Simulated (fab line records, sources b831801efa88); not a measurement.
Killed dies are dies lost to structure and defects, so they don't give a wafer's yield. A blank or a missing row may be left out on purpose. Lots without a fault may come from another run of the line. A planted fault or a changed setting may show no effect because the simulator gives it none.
fab line records | flow sky130
record lots=6 wafers=18 last_day=50
route steps=708 shown LI_CONTACT@364 LOCAL_INTERCONNECT@387 PAD_OPEN@708
lots that met no fault: from a run of the same line without faults
start_h: hours from the record's first day to the start of the lot's first wafer shown | wait_h: hours since the lot's step before | " the same as in the row above | L1.1+2: a row that stands for several wafers | - no value, or no start given | * or withheld: withheld | < > ~ a bound
route shown NAME@n: a module of which the file shows steps, and the number in the route of the first | usual: mean/standard deviation of fault-free wafers | same: alike in all rows | chamber/n: place in a boat | sites: the reading at each site | _std_site: their standard deviation | _edge_site: outer sites' mean less inner sites' | radius_mm: how far each site lies from the wafer's centre | mask NAME#n: copy n | behind: the tool/chamber that last shaped the wafer | hold: why the lot was held/for how many hours/how that ended | device: the transistor (n, p or np) that didn't switch | end of line: the same wafers' tests at the end of the route | a step without rows: its recipe alone | killed: dies lost to structure and defects at the first sort, not the wafer's yield | map: a wafer's dies, x killed, . not, _ none there
set.NAME: the setting as run; set.NAME@STEP: as run at that earlier step | model.NAME: the simulator's own value behind a step, which no gauge read
lots at some steps of the route; a table a step, a row a wafer
services: from which hour (start_h, from the record's first day; less than 0 if before it) a tool's chamber was out of use, for how many hours, and why
## steps
# step SKY_LI_CONTACT_CMP_02
# recipe material=PSG down_force_psi=4 platen_rpm=60 pad_velocity_m_s=0.94248
# usual motor_current_A=12.3/0.88 retaining_ring_pressure_frac=0.999/0.0044 time_to_endpoint_s=32.1/2.3
# columns lot.wafer tool chamber start_h wait_h motor_current_A retaining_ring_pressure_frac time_to_endpoint_s
L948.2 cmp-02 1 654.91 0.1 11.3 1.004 29.6
L948.1 " 2 " " 13.6 0.994 30.6
L948.5 " 0 " " 11.5 0.998 28.7
L953.4 cmp-01 1 692.31 0.0 13.8 0.998 29.9
L953.3 " 0 " " 12.0 0.997 32.5
L953.5 " 2 " " 11.1 1.000 33.2
L954.2 cmp-02 0 700.01 0.1 12.0 1.004 33.9
L954.1 " 2 " " 13.7 1.003 32.8
L954.5 " 3 " " 12.1 0.994 33.0
L960.2 cmp-01 0 736.87 0.1 11.6 0.995 25.8
L960.4 " 1 " " 12.8 1.006 28.1
L960.3 " 2 " " 11.6 0.997 28.4
L966.3 cmp-02 1 785.10 0.0 11.7 0.994 30.9
L966.2 " 0 " " 11.6 1.003 30.9
L966.6 " 2 " " 13.8 0.996 32.1
L971.1 cmp-02 0 825.65 0.1 12.1 1.003 29.5
L971.4 " 1 " " 11.5 1.003 31.3
L971.2 " 2 " " 13.7 0.991 28.6
# step SKY_LI_CONTACT_BOW_MEAS_03
# recipe mode=bow
# usual LI_CONTACT_BOW=56/7.2
# columns lot.wafer tool chamber start_h wait_h LI_CONTACT_BOW[um]
L948.1 film_metro-04 - 655.11 0.1 53
L948.2 " - " " 54
L948.5 " - " " 61
L953.3 film_metro-01 - 692.65 0.1 63
L953.4 " - " " 58
L953.5 " - " " 48
L954.1 film_metro-01 - 700.26 0.1 48
L954.2 " - " " 52
L954.5 " - " " 65
L960.2 film_metro-03 - 737.14 0.2 54
L960.3 " - " " 65
L960.4 " - " " 66
L966.2 film_metro-01 - 785.42 0.1 51
L966.3 " - " " 50
L966.6 " - " " 40
L971.1 film_metro-03 - 825.95 0.2 55
L971.2 " - " " 42
L971.4 " - " " 53
# step SKY_LI_CONTACT_DEHYDRATE_04
# recipe temp_c=200 time_s=60
# step SKY_LI_CONTACT_HMDS_05
# recipe prime_time_s=60 prime_temp_c=120
# step SKY_LI_CONTACT_COAT_06
# recipe resist=BARC temp_c=withheld time_s=withheld spin_rpm=3000 resist_thk_nm=60
# step SKY_LI_CONTACT_COAT_07
# recipe resist=KrF-thick spin_rpm=3000 resist_thk_nm=450
# step SKY_LI_CONTACT_SOFTBAKE_08
# recipe temp_c=100 time_s=90 resist=KrF-thick
# step SKY_LI_CONTACT_EXPOSE_09
# recipe mask_id=LICM1 na=0.8 source_shape=annular sigma_inner=0.55 sigma_outer=0.85 target_cd_nm=170 dose_mj=38
# step SKY_LI_CONTACT_PEB_10
# recipe peb_temp_c=withheld peb_time_s=withheld resist=KrF-thick
# step SKY_LI_CONTACT_DEVELOP_11
# recipe develop_time_s=60 resist=KrF-thick dev_temp_c=21
# step SKY_LI_CONTACT_CD_MEAS_12
# recipe target_cd_nm=170
# usual cd_nm=170.0/1.4
# columns lot.wafer tool chamber start_h wait_h cd_nm
L948.1 cd_sem-02 - 682.78 - 169.7
L948.2 " - " " 169.5
L948.5 " - " " 170.0
L953.3 cd_sem-01 - 720.01 - 168.4
L953.4 " - " " 167.3
L953.5 " - " " 168.6
L954.1 cd_sem-01 - 727.72 - 169.5
L954.2 " - " " 170.6
L954.5 " - " " 170.6
L960.2 cd_sem-01 - 763.66 - 168.7
L960.3 " - " " 169.2
L960.4 " - " " 169.6
L966.2 cd_sem-01 - 811.62 - 170.9
L966.3 " - " " 171.2
L966.6 " - " " 172.0
L971.1 cd_sem-01 - 852.14 - 168.4
L971.2 " - " " 168.3
L971.4 " - " " 169.7
# step SKY_LI_CONTACT_OVL_MEAS_13
# usual LI_CONTACT_OVL=2/5.9
# columns lot.wafer tool chamber start_h wait_h LI_CONTACT_OVL[nm]
L948.1 overlay-01 - 682.90 0.1 8
L948.2 " - " " 14
L948.5 " - " " 7
L953.3 overlay-01 - 720.11 0.1 7
L953.4 " - " " 6
L953.5 " - " " 3
L954.1 overlay-01 - 727.84 0.1 0
L954.2 " - " " 2
L954.5 " - " " 3
L960.2 overlay-02 - 763.76 0.1 4
L960.3 " - " " -4
L960.4 " - " " -3
L966.2 overlay-01 - 811.73 0.1 -9
L966.3 " - " " 2
L966.6 " - " " -8
L971.1 overlay-01 - 852.26 0.1 -1
L971.2 " - " " -5
L971.4 " - " " -1
# step SKY_LI_CONTACT_ETCH_14
# recipe chemistry=N2/H2 target=BARC ion_energy_ev=200 source_w=500 bias_w=100 pressure_mtorr=30 n2_flow_sccm=100 h2_flow_sccm=200 stop_on=SiO2 time_s=45.9 target_depth_a=600
# usual drypump_motor_current_A=5.7/0.39 oes_product_au=0.853/0.0048 throttle_valve_pct=13.224/0.0088
# columns lot.wafer tool chamber start_h wait_h drypump_motor_current_A oes_product_au rf_hours_counter_h throttle_valve_pct
L948.1 rie_diel-04 2 682.94 0.0 6.3 0.858 2 13.231
L948.2 " 0 " " 5.1 0.860 16 13.232
L948.5 " 1 " " 5.5 0.859 - 13.223
L953.3 rie_diel-01 1 720.13 0.0 5.1 0.853 6 13.226
L953.4 " 2 " " 6.2 0.867 21 13.218
L953.5 " 2 " " 6.2 0.856 - 13.213
L954.1 rie_diel-01 3 727.88 0.0 5.7 0.848 5 13.225
L954.2 " 0 " " 5.5 0.855 7 13.224
L954.5 " 1 " " 5.1 0.851 - 13.224
L960.2 rie_diel-02 1 763.79 0.0 5.7 0.858 15 13.225
L960.3 " 2 " " 6.0 0.851 13 13.228
L960.4 " 3 " " 5.3 0.859 0 13.230
L966.2 rie_diel-04 0 811.76 0.0 5.1 0.855 19 13.226
L966.3 " 1 " " 5.6 0.855 9 13.228
L966.6 " 3 " " 6.1 0.857 - 13.212
L971.1 rie_diel-01 3 852.29 0.0 5.7 0.851 9 13.215
L971.2 " 0 " " 5.6 0.855 11 13.219
L971.4 " 1 " " 5.1 0.851 11 13.218
# step SKY_LI_CONTACT_ETCH_15
# recipe target=PSG chemistry=C4F8/O2/Ar stop_on=Si taper_deg=4.15 mask_material=KrF-thick source_w=1500 bias_w=1200 pressure_mtorr=40 c4f8_flow_sccm=withheld O2_flow_sccm=6 Ar_flow_sccm=300 time_s=withheld target_depth_a=6000
# usual oes_product_au=0.837/0.0049
# columns lot.wafer tool chamber start_h wait_h oes_product_au
L948.1 rie_diel-04 2 682.98 0.0 0.833
L948.2 " 0 " " 0.837
L948.5 " 1 " " 0.831
L953.3 rie_diel-01 1 720.17 0.0 0.837
L953.4 " 2 " " 0.836
L953.5 " 2 " " 0.836
L954.1 rie_diel-01 3 727.92 0.0 0.846
L954.2 " 0 " " 0.843
L954.5 " 1 " " 0.839
L960.2 rie_diel-02 1 763.83 0.0 0.841
L960.3 " 2 " " 0.841
L960.4 " 3 " " 0.833
L966.2 rie_diel-04 0 811.80 0.0 0.839
L966.3 " 1 " " 0.846
L966.6 " 3 " " 0.839
L971.1 rie_diel-01 3 852.34 0.0 0.836
L971.2 " 0 " " 0.839
L971.4 " 1 " " 0.847
# step SKY_LI_CONTACT_STRIP_16
# recipe chemistry=O2/N2 power_w=1400 pressure_mtorr=1500 platen_temp_c=withheld o2_flow_sccm=3000 n2_flow_sccm=300 overash_fraction=0.5
# step SKY_LI_CONTACT_CLEAN_17
# recipe chemistry=NMP time_s=600 temp_c=60 dry=n2_spin
# step SKY_LI_CONTACT_PRE_CLEAN_18
# recipe gas=Ar time_s=5.6 bias_v=358
# step SKY_LI_CONTACT_SPUTTER_19
# recipe material=Ti target_thk_nm=20 chamber_pressure_pa=5 power_w=2500 substrate_temp_c=200 time_s=106.37
# step SKY_LI_CONTACT_SPUTTER_20
# recipe material=TiN target_thk_nm=20 chamber_pressure_pa=5 power_w=4000 time_s=80
# step SKY_LI_CONTACT_CVD_21
# recipe material=W target_thk_nm=400 time_s=120.56 temp_c=400 pressure_torr=40
# usual heater_power_w=869/100
# columns lot.wafer tool chamber start_h wait_h heater_power_w
L948.1 cvd_w-01 1 683.52 0.0 663
L948.2 " 0 " " 845
L948.5 " 1 " " 661
L953.3 cvd_w-02 0 720.75 0.1 927
L953.4 " 1 " " 906
L953.5 " 0 " " 944
L954.1 cvd_w-02 0 728.44 0.0 949
L954.2 " 1 " " 913
L954.5 " 1 " " 918
L960.2 cvd_w-02 1 764.35 0.0 944
L960.3 " 1 " " 950
L960.4 " 0 " " 938
L966.2 cvd_w-02 1 812.33 0.0 926
L966.3 " 1 " " 957
L966.6 " 1 " " 928
L971.1 cvd_w-02 1 852.87 0.0 930
L971.2 " 0 " " 933
L971.4 " 0 " " 931
# step SKY_LI_CONTACT_RS_MEAS_22
# recipe thk_meas_gauge=four-point-probe reads=W_of_LI_CONTACT_CVD_21+TiN_of_LI_CONTACT_SPUTTER_20+Ti_of_LI_CONTACT_SPUTTER_19
# usual LI_CONTACT_W_RS=0.2846/0.0029
# columns lot.wafer tool chamber start_h wait_h LI_CONTACT_W_RS[ohm/sq]
L948.1 film_metro-04 - 683.64 0.1 0.2845
L948.2 " - " " 0.2839
L948.5 " - " " 0.2811
L953.3 film_metro-03 - 720.87 0.1 0.2903
L953.4 " - " " 0.2868
L953.5 " - " " 0.2901
L954.1 film_metro-01 - 728.56 0.1 0.2885
L954.2 " - " " 0.2859
L954.5 " - " " 0.2836
L960.2 film_metro-03 - 764.50 0.1 0.2813
L960.3 " - " " 0.2860
L960.4 " - " " 0.2883
L966.2 film_metro-04 - 812.48 0.1 0.2839
L966.3 " - " " 0.2869
L966.6 " - " " 0.2848
L971.1 film_metro-03 - 852.99 0.1 0.2867
L971.2 " - " " 0.2925
L971.4 " - " " 0.2887
# step SKY_LI_CONTACT_THK_MEAS_23
# recipe thk_meas_gauge=xrf reads=W_of_LI_CONTACT_CVD_21
# usual LI_CONTACT_W_THK=422/7
# columns lot.wafer tool chamber start_h wait_h LI_CONTACT_W_THK[nm]
L948.1 film_metro-04 - 683.76 0.1 431
L948.2 " - " " 430
L948.5 " - " " 433
L953.3 film_metro-03 - 720.97 0.1 409
L953.4 " - " " 415
L953.5 " - " " 410
L954.1 film_metro-01 - 728.68 0.1 423
L954.2 " - " " 425
L954.5 " - " " 434
L960.2 film_metro-03 - 764.61 0.1 421
L960.3 " - " " 415
L960.4 " - " " 411
L966.2 film_metro-04 - 812.59 0.1 428
L966.3 " - " " 426
L966.6 " - " " 429
L971.1 film_metro-03 - 853.11 0.1 412
L971.2 " - " " 405
L971.4 " - " " 409
# step SKY_LI_CONTACT_CMP_24
# recipe stop_on=PSG t_overpolish_s=20 down_force_psi=3.5 platen_rpm=60 target_thk_nm=0 pad_velocity_m_s=0.94248
# step SKY_LOCAL_INTERCONNECT_SPUTTER_00
# recipe material=TiN target_thk_nm=100 temp_c=300 power_w=6500 time_s=83.3 chamber_pressure_pa=0.4
# usual substrate_temp_c=300.00/0.2 throttle_valve_pct=30.0/1.1
# columns lot.wafer tool chamber start_h wait_h substrate_temp_c throttle_valve_pct
L948.1 pvd_sputter-03 - 684.12 0.2 300.07 28.8
L948.2 " - " " 299.61 29.3
L948.5 " - " " 299.95 31.0
L953.3 pvd_sputter-03 - 721.31 0.2 300.02 31.2
L953.4 " - " " 300.02 30.6
L953.5 " - " " 299.71 30.7
L954.1 pvd_sputter-03 - 729.10 0.2 299.85 31.5
L954.2 " - " " 300.08 31.0
L954.5 " - " " 299.73 29.7
L960.2 pvd_sputter-01 - 764.96 0.1 299.86 29.4
L960.3 " - " " 299.97 28.9
L960.4 " - " " 299.53 30.8
L966.2 pvd_sputter-02 - 812.94 0.1 299.89 29.2
L966.3 " - " " 299.89 29.1
L966.6 " - " " 300.09 28.9
L971.1 pvd_sputter-03 - 853.47 0.1 300.35 30.8
L971.2 " - " " 300.12 28.7
L971.4 " - " " 300.25 29.5
# step SKY_LOCAL_INTERCONNECT_RS_MEAS_01
# recipe thk_meas_gauge=four-point-probe reads=TiN_of_LOCAL_INTERCONNECT_SPUTTER_00
# usual LOCAL_INTERCONNECT_TIN_RS=14.23/0.13
# columns lot.wafer tool chamber start_h wait_h LOCAL_INTERCONNECT_TIN_RS[ohm/sq]
L948.1 film_metro-01 - 684.18 0.0 14.07
L948.2 " - " " 14.06
L948.5 " - " " 13.91
L953.3 film_metro-03 - 721.41 0.1 14.14
L953.4 " - " " 14.28
L953.5 " - " " 14.31
L954.1 film_metro-02 - 729.16 0.0 14.17
L954.2 " - " " 14.31
L954.5 " - " " 14.26
L960.2 film_metro-02 - 765.04 0.1 14.28
L960.3 " - " " 14.36
L960.4 " - " " 14.27
L966.2 film_metro-01 - 813.02 0.1 14.23
L966.3 " - " " 14.29
L966.6 " - " " 14.15
L971.1 film_metro-01 - 853.54 0.0 14.38
L971.2 " - " " 14.18
L971.4 " - " " 14.27
# step SKY_LOCAL_INTERCONNECT_THK_MEAS_02
# recipe thk_meas_gauge=xrf reads=TiN_of_LOCAL_INTERCONNECT_SPUTTER_00
# usual LOCAL_INTERCONNECT_TIN_THK=99.6/1.1
# columns lot.wafer tool chamber start_h wait_h LOCAL_INTERCONNECT_TIN_THK[nm]
L948.1 film_metro-01 - 684.30 0.1 101.3
L948.2 " - " " 101.4
L948.5 " - " " 102.1
L953.3 film_metro-03 - 721.51 0.1 99.3
L953.4 " - " " 97.9
L953.5 " - " " 97.4
L954.1 film_metro-02 - 729.28 0.1 101.1
L954.2 " - " " 100.0
L954.5 " - " " 100.3
L960.2 film_metro-02 - 765.15 0.1 99.8
L960.3 " - " " 100.0
L960.4 " - " " 100.0
L966.2 film_metro-01 - 813.13 0.1 99.8
L966.3 " - " " 98.8
L966.6 " - " " 99.7
L971.1 film_metro-01 - 853.66 0.1 98.8
L971.2 " - " " 100.1
L971.4 " - " " 99.4
# step SKY_LOCAL_INTERCONNECT_DEHYDRATE_03
# recipe temp_c=200 time_s=60
# step SKY_LOCAL_INTERCONNECT_HMDS_04
# recipe prime_time_s=60 prime_temp_c=120
# step SKY_LOCAL_INTERCONNECT_COAT_05
# recipe resist=BARC temp_c=withheld time_s=withheld spin_rpm=3000 resist_thk_nm=60
# step SKY_LOCAL_INTERCONNECT_COAT_06
# recipe resist=KrF-thick spin_rpm=3000 resist_thk_nm=450
# step SKY_LOCAL_INTERCONNECT_SOFTBAKE_07
# recipe temp_c=100 time_s=90 resist=KrF-thick
# step SKY_LOCAL_INTERCONNECT_EXPOSE_08
# recipe mask_id=LI1M na=0.8 source_shape=annular sigma_inner=0.55 sigma_outer=0.85 target_cd_nm=170 dose_mj=28
# step SKY_LOCAL_INTERCONNECT_PEB_09
# recipe peb_temp_c=withheld peb_time_s=withheld resist=KrF-thick
# step SKY_LOCAL_INTERCONNECT_DEVELOP_10
# recipe develop_time_s=60 resist=KrF-thick dev_temp_c=21
# step SKY_LOCAL_INTERCONNECT_CD_MEAS_11
# recipe target_cd_nm=170
# usual cd_nm=169.9/1.3
# columns lot.wafer tool chamber start_h wait_h cd_nm
L948.1 cd_sem-02 - 711.89 - 171.3
L948.2 " - " " 170.0
L948.5 " - " " 169.8
L953.3 cd_sem-02 - 748.87 - 170.0
L953.4 " - " " 168.5
L953.5 " - " " 167.7
L954.1 cd_sem-02 - 756.33 - 171.4
L954.2 " - " " 171.4
L954.5 " - " " 169.5
L960.2 cd_sem-02 - 792.41 - 170.8
L960.3 " - " " 169.7
L960.4 " - " " 169.9
L966.2 cd_sem-02 - 838.55 - 169.7
L966.3 " - " " 169.0
L966.6 " - " " 169.0
L971.1 cd_sem-02 - 879.24 - 169.6
L971.2 " - " " 169.0
L971.4 " - " " 168.6
# step SKY_LOCAL_INTERCONNECT_OVL_MEAS_12
# usual LOCAL_INTERCONNECT_OVL=2/5.6
# columns lot.wafer tool chamber start_h wait_h LOCAL_INTERCONNECT_OVL[nm]
L948.1 overlay-02 - 712.01 0.1 -3
L948.2 " - " " -2
L948.5 " - " " -4
L953.3 overlay-01 - 748.96 0.1 0
L953.4 " - " " 8
L953.5 " - " " 1
L954.1 overlay-01 - 756.45 0.1 8
L954.2 " - " " 8
L954.5 " - " " 4
L960.2 overlay-02 - 792.51 0.1 -1
L960.3 " - " " 6
L960.4 " - " " 3
L966.2 overlay-02 - 838.66 0.1 -2
L966.3 " - " " -3
L966.6 " - " " -6
L971.1 overlay-01 - 879.36 0.1 6
L971.2 " - " " -4
L971.4 " - " " 3
# step SKY_LOCAL_INTERCONNECT_ETCH_13
# recipe chemistry=N2/H2 target=BARC ion_energy_ev=200 bias_w=100 pressure_mtorr=30 n2_flow_sccm=100 h2_flow_sccm=200 icp_w=500 stop_on=SiO2 time_s=45.9 target_depth_a=600
# step SKY_LOCAL_INTERCONNECT_METAL_ETCH_14
# recipe target_depth_nm=110 stop_on=PSG chemistry=Cl2/BCl3 target=TiN resist_sidewall_deg=88 pressure_mtorr=10 icp_w=900 bias_w=48.5 Cl2_flow_sccm=60 bcl3_flow_sccm=30 time_s=31.4
# usual drypump_motor_current_A=5.61/0.15 mfc_cl2_sccm=59.98/0.17 oes_product_au=0.939/0.007 throttle_valve_pct=21.903/0.0089
# columns lot.wafer tool chamber start_h wait_h drypump_motor_current_A mfc_cl2_sccm oes_product_au rf_hours_counter_h throttle_valve_pct
L948.1 rie_metal-03 0 712.11 0.0 5.63 59.92 0.946 5 21.894
L948.2 " 1 " " 5.72 60.20 0.948 3 21.914
L948.5 " 1 " " 5.69 60.16 0.955 - 21.897
L953.3 rie_metal-04 0 749.07 0.0 5.63 59.98 0.948 - 21.915
L953.4 " 1 " " 5.51 59.85 0.937 - 21.906
L953.5 " 1 " " 5.50 59.87 0.935 - 21.927
L954.1 rie_metal-01 0 756.55 0.0 5.20 59.89 0.931 7 21.917
L954.2 " 1 " " 5.78 59.74 0.930 3 21.894
L954.5 " 0 " " 5.19 59.64 0.941 - 21.902
L960.2 rie_metal-01 0 792.61 0.0 5.20 59.93 0.938 8 21.905
L960.3 " 1 " " 5.78 59.79 0.937 - 21.900
L960.4 " 0 " " 5.19 60.04 0.942 - 21.906
L966.2 rie_metal-04 1 838.83 0.1 5.50 60.16 0.937 - 21.907
L966.3 " 1 " " 5.53 59.98 0.938 - 21.902
L966.6 " 1 " " 5.49 60.05 0.935 - 21.896
L971.1 rie_metal-04 0 879.46 0.0 5.62 60.34 0.939 13 21.906
L971.2 " 1 " " 5.51 59.84 0.940 18 21.891
L971.4 " 1 " " 5.50 59.77 0.933 - 21.898
# step SKY_LOCAL_INTERCONNECT_STRIP_15
# recipe chemistry=O2/N2 power_w=1400 pressure_mtorr=1500 platen_temp_c=withheld o2_flow_sccm=3000 n2_flow_sccm=300 overash_fraction=0.5
# step SKY_LOCAL_INTERCONNECT_STRIP_16
# recipe chemistry=post_etch_residue_remover time_s=1200 temp_c=72.5
# step SKY_LOCAL_INTERCONNECT_CLEAN_17
# recipe chemistry=IPA time_s=180 temp_c=25
# step SKY_LOCAL_INTERCONNECT_CLEAN_18
# recipe chemistry=O3/DIW dry=n2_spin
# step SKY_PAD_OPEN_PROBE_99
# usual killed_at_M0_to_M3=44/7.2 killed_at_M4_up=3.1/1.7 killed_at_contacts=25/5.1 killed_at_front_end=14/4.6 killed_at_other=0.3/0.59 killed_dies=86/9.6 killed_open=47/7.4 killed_short=39/6
# same gross_dies=492 killed_at_back_side=0
# columns lot.wafer tool chamber start_h wait_h killed_at_M0_to_M3 killed_at_M4_up killed_at_contacts killed_at_front_end killed_at_other killed_dies killed_open killed_short
L948.1 prober-01 - 1076.70 0.1 42 5 27 16 0 90 48 42
L948.2 prober-01 - 1076.75 0.1 35 5 26 23 0 89 45 44
L948.5 prober-01 - 1076.90 0.2 48 3 28 17 0 96 60 36
L953.3 prober-01 - 1105.73 0.2 37 0 59 13 2 111 32 39
L953.4 prober-01 - 1105.78 0.2 41 1 23 4 1 70 36 34
L953.5 prober-01 - 1105.83 0.2 49 3 27 18 0 97 50 47
L954.1 prober-02 - 1109.70 0.1 49 3 21 14 0 87 46 41
L954.2 prober-02 - 1109.75 0.1 46 3 27 4 0 80 52 28
L954.5 prober-02 - 1109.90 0.2 36 1 52 9 0 98 29 39
L960.2 prober-02 - 1140.18 0.1 66 3 16 15 0 100 56 44
L960.3 prober-02 - 1140.23 0.2 43 3 33 14 0 93 46 47
L960.4 prober-02 - 1140.28 0.2 57 3 21 16 0 97 62 35
L966.2 prober-02 - 1167.76 0.1 44 3 31 13 1 92 51 41
L966.3 prober-02 - 1167.81 0.2 52 2 19 18 0 91 46 45
L966.6 prober-02 - 1167.96 0.2 46 4 22 14 1 87 47 40
L971.1 prober-02 - 1195.45 0.1 42 4 34 16 1 97 51 46
L971.2 prober-02 - 1195.50 0.1 38 5 19 15 0 77 37 40
L971.4 prober-02 - 1195.60 0.2 39 4 21 19 0 83 42 41
# killed by level:class
L948.1 VIA2:geometric_particle:open=8 VIA1:geometric_particle:short=7 LI_CONTACT:geometric_particle:open=7 CONTACT:geometric_particle:open=7 CONTACT:geometric_particle:short=6 VIA1:geometric_particle:open=6 METAL2:geometric_particle:short=5 METAL1:geometric_particle:short=5
L948.2 VIA2:geometric_particle:open=9 LI_CONTACT:geometric_particle:open=8 FIELD_ISO:geometric_particle:short=7 CONTACT:geometric_particle:open=7 FIELD_ISO:geometric_particle:open=6 POLY_GATE:geometric_particle:short=6 METAL1:geometric_particle:short=6 VIA1:geometric_particle:open=5
L948.5 VIA1:geometric_particle:open=13 CONTACT:geometric_particle:open=11 LI_CONTACT:geometric_particle:open=9 VIA2:geometric_particle:open=8 VIA3:geometric_particle:open=8 CONTACT:geometric_particle:short=5 METAL1:geometric_particle:short=5 METAL2:geometric_particle:short=5
L953.3 LI_CONTACT:unspecified=40 FIELD_ISO:geometric_particle:short=6 METAL1:geometric_particle:short=6 VIA1:geometric_particle:open=6 VIA2:geometric_particle:open=6 CONTACT:geometric_particle:short=5 CONTACT:geometric_particle:open=5 VIA3:geometric_particle:short=5
L953.4 CONTACT:geometric_particle:open=12 VIA3:geometric_particle:short=7 VIA1:geometric_particle:open=6 VIA3:geometric_particle:open=6 VIA2:geometric_particle:open=6 CONTACT:geometric_particle:short=4 VIA1:geometric_particle:short=4 METAL2:geometric_particle:short=4
L953.5 VIA1:geometric_particle:open=11 CONTACT:geometric_particle:open=8 VIA3:geometric_particle:open=8 LI_CONTACT:geometric_particle:open=7 VIA1:geometric_particle:short=7 CONTACT:geometric_particle:short=6 VIA2:geometric_particle:short=5 METAL1:geometric_particle:short=5
L954.1 VIA1:geometric_particle:open=11 CONTACT:geometric_particle:open=8 METAL2:geometric_particle:short=7 FIELD_ISO:geometric_particle:open=6 VIA2:geometric_particle:open=6 CONTACT:geometric_particle:short=5 VIA2:geometric_particle:short=5 VIA1:geometric_particle:short=4
L954.2 CONTACT:geometric_particle:open=16 VIA1:geometric_particle:open=11 VIA2:geometric_particle:open=9 LI_CONTACT:geometric_particle:open=6 METAL2:geometric_particle:short=6 METAL3:geometric_particle:short=5 VIA3:geometric_particle:open=5 METAL1:geometric_particle:short=4
L954.5 LI_CONTACT:unspecified=30 CONTACT:geometric_particle:short=8 VIA1:geometric_particle:open=7 CONTACT:geometric_particle:open=6 LI_CONTACT:geometric_particle:open=5 METAL3:geometric_particle:short=5 VIA3:geometric_particle:open=5 METAL1:geometric_particle:short=5
L960.2 VIA1:geometric_particle:open=12 VIA2:geometric_particle:open=11 VIA3:geometric_particle:open=10 METAL2:geometric_particle:short=10 METAL1:geometric_particle:short=7 POLY_GATE:geometric_particle:open=6 VIA1:geometric_particle:short=6 CONTACT:geometric_particle:open=5
L960.3 CONTACT:geometric_particle:open=11 LI_CONTACT:geometric_particle:open=10 METAL2:geometric_particle:short=8 METAL1:geometric_particle:short=7 VIA1:geometric_particle:open=7 CONTACT:geometric_particle:short=7 VIA1:geometric_particle:short=6 VIA2:geometric_particle:open=6
L960.4 VIA1:geometric_particle:open=20 CONTACT:geometric_particle:open=10 METAL2:geometric_particle:short=9 VIA3:geometric_particle:open=7 VIA2:geometric_particle:open=6 FIELD_ISO:geometric_particle:open=4 POLY_GATE:geometric_particle:short=4 METAL1:geometric_particle:short=4
L966.2 CONTACT:geometric_particle:open=11 LI_CONTACT:geometric_particle:open=9 VIA2:geometric_particle:open=8 CONTACT:geometric_particle:short=6 VIA1:geometric_particle:short=6 METAL2:geometric_particle:short=5 METAL1:geometric_particle:short=5 VIA1:geometric_particle:open=5
L966.3 VIA1:geometric_particle:open=17 CONTACT:geometric_particle:open=11 METAL3:geometric_particle:short=9 METAL2:geometric_particle:short=5 FIELD_ISO:geometric_particle:open=4 POLY_GATE:geometric_particle:short=4 CONTACT:geometric_particle:short=4 VIA1:geometric_particle:short=4
L966.6 VIA1:geometric_particle:open=13 LI_CONTACT:geometric_particle:open=8 VIA2:geometric_particle:open=8 VIA3:geometric_particle:open=6 METAL2:geometric_particle:short=5 VIA3:geometric_particle:short=5 FIELD_ISO:geometric_particle:open=4 CONTACT:geometric_particle:short=4
L971.1 CONTACT:geometric_particle:open=13 LI_CONTACT:geometric_particle:open=10 METAL1:geometric_particle:short=10 LOCAL_INTERCONNECT:geometric_particle:short=7 VIA3:geometric_particle:open=6 VIA1:geometric_particle:open=5 VIA2:geometric_particle:open=5 VIA2:geometric_particle:short=4
L971.2 LI_CONTACT:geometric_particle:open=9 VIA2:geometric_particle:open=8 VIA3:geometric_particle:short=7 POLY_GATE:geometric_particle:short=5 METAL2:geometric_particle:short=5 POLY_GATE:geometric_particle:open=4 CONTACT:geometric_particle:open=4 METAL1:geometric_particle:short=4
L971.4 LI_CONTACT:geometric_particle:open=11 METAL1:geometric_particle:short=8 VIA1:geometric_particle:open=8 POLY_GATE:geometric_particle:short=7 VIA1:geometric_particle:short=7 VIA2:geometric_particle:open=6 FIELD_ISO:geometric_particle:open=5 METAL4:geometric_particle:short=4
# map L953.3 (x killed, . not)
__________xxxxxxxx.._________
________xxxxxxxxx.x..x_______
______..xxxxxxxx..x....._____
_____...xxxxxxxx...x.....____
____.....x.xxxx.......x.x.___
___......x.xx......x.......__
__....x..x...x.xx.....xx...._
_x..x.....x.............x....
_.......x....x.x..........x..
_.xxx.x.....x.......x........
_..........x.......xxxx.x.x..
_.....x.............x...x....
_....x........x.x............
_x.....x....x........x...x...
_....xx......................
__....x...x.....x..........._
___......xx.x......x.x..x..__
____x............x...x....___
_____.....x..............____
______...x..xx....x....._____
________x...x.x.xx...._______
__________.........._________
# map L954.5 (x killed, . not)
__________xxxxx..x.x_________
________x.xxxxxxx.x..._______
______.x.xxxxxxxx......._____
_____.x.xxxxxxx..........____
____..x..xx.x.............___
___...x...x.x......x....x..__
__.x.........xx....x...x...._
_....................x....xxx
_...x............x........x.x
_...............xx...........
_.x...................x......
_..x....xx.x.x........x......
_............................
_....x.......xxxxx...x.......
_..x...x..x..x..x.x....xx....
__.......x.............x...._
___...........x..........x.__
____......x..x.xx..x......___
_____.xxx..x.x...........____
______..............x.x._____
________..x.x........._______
__________.........._________
## services
# columns tool chamber start_h hours kind
cmp-02 - 657.29 4.7 pm
rie_metal-04 0 661.70 11.4 repair
cmp-02 - 663.65 0.2 repair
cmp-02 - 674.73 0.4 repair
cvd_w-02 1 689.89 11.8 repair
rie_diel-04 3 716.22 3.0 repair
cmp-02 - 722.43 19.7 pm
rie_diel-01 2 737.68 3.0 repair
rie_diel-01 - 747.33 0.3 repair
cmp-02 - 749.41 0.6 repair
cmp-02 - 755.30 1.5 repair
rie_metal-04 - 756.29 1.4 pm
rie_diel-01 - 763.05 0.5 repair
cmp-02 - 779.36 0.4 repair
rie_diel-04 1 799.18 4.8 repair
rie_diel-04 2 808.28 3.8 repair
rie_diel-01 - 808.38 2.8 pm
rie_diel-01 0 812.68 1.4 repair
cmp-02 - 815.39 3.4 repair
cmp-02 - 830.64 2.1 repair
cvd_w-02 0 846.37 2.7 repair
cmp-02 - 852.74 4.4 repair
pvd_sputter-03 - 862.52 24.1 repair
cvd_w-02 - 866.91 0.3 repair
## key
first_sign step=SKY_PAD_OPEN_PROBE_99 reading=killed_at_contacts direction=up sigmas=6.1 usual=25 struck=56
effect none on later readings
met_at SKY_LI_CONTACT_ETCH_14
struck_wafers L953.3,L954.5
tester_left_out L953,L954
fault kind=chamber_particle_source tool=rie_diel-01 chamber=1 onset_h=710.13 steps=SKY_LI_CONTACT_ETCH_14 rate_per_visit_cm2=0.82708 end_h=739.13
# tester_left_out: of these lots the tester's yield and bins aren't shown, on N5 and GAA mostly nor the transistor test; their killed dies are dies lost to structure and defects alone, not to doping, threshold or leakage, so they don't give the yield
